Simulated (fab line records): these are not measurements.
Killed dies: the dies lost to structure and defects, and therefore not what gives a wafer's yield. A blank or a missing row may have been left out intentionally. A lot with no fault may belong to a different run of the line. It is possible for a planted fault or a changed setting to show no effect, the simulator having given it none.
One fault seen from 2 desks | flow gf180mcu | numbers are kept per desk, each desk with only its own; the story behind them comes last

== METROLOGY DESK ==
What the gauges read for every lot (on any tool): the sampled wafers with a number, averaged. The brackets show how far a lot's mean lies from the usual mean; more than 4 standard deviations puts the lot out of limits, marked OUT.
Columns: A = VT_IMPLANT_OVL at GF_VT_IMPLANT_OVL_MEAS_07, usual -0.9 nm
lot  | first seen here | A
L345 | day 5 15:20     | -1.9
L347 | day 5 23:40     | -1.0
L351 | day 7 01:00     | -2.9
L353 | day 7 18:08     | 0.2
L354 | day 7 18:53     | -1.6
L356 | day 8 06:43     | 0.8
L357 | day 8 16:44     | 0.5
L360 | day 9 17:14     | 0.0
L362 | day 10 02:20    | -2.2
L363 | day 10 11:26    | 0.1
L364 | day 10 14:53    | -1.0
L365 | day 10 21:46    | -1.7
L366 | day 11 02:46    | -0.0
L368 | day 11 13:29    | 0.0
This desk found nothing out of limits on any of the 14 lots.

== FOR THE TOOL OWNER'S DESK: litho track-03 ==
The tool's own readings at GF_HV_LDD_DEVELOP_30 (develop time 60 s): means of the sampled wafers that have a number, for each lot that ran on this tool. The brackets show how far a lot's mean lies from the usual mean; more than 4 standard deviations puts the lot out of limits, marked OUT.
Columns: A = chill plate temp C at GF_HV_LDD_DEVELOP_30, usual 22.99 C; B = developer temp C at GF_HV_LDD_DEVELOP_30, usual 23.00 C
lot  | first seen here | A     | B
L351 | day 13 10:37    | 22.95 | 22.96
L353 | day 14 07:46    | 23.08 | 23.80 (+8.8) OUT
L354 | day 14 08:22    | 23.09 | 23.88 (+9.7) OUT
L364 | day 17 20:37    | 22.95 | 22.98
Finding of this desk: L353, L354 out of limits; the first was L353 at day 14 07:46, on developer temp C at GF_HV_LDD_DEVELOP_30. L351, L364: within limits.

== BROUGHT TOGETHER ==
The tool owner's desk could have raised an alarm at day 14 07:46, on L353, L354.
Nothing out of limits was seen by the metrology desk.
The metrology desk holds a record of L353, L354, inside its limits.
All the named lots went through GF_HV_LDD_DEVELOP_30 on litho track-03.

== WHAT HAD BEEN PUT IN BY THE SIMULATOR ==
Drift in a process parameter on litho track-03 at GF_HV_LDD_DEVELOP_30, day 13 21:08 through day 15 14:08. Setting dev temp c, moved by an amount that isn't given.
Struck lots among those shown: L353, L354.
Hours from the fault's start to each desk's first reading out of limits: the tool owner's desk, 11.
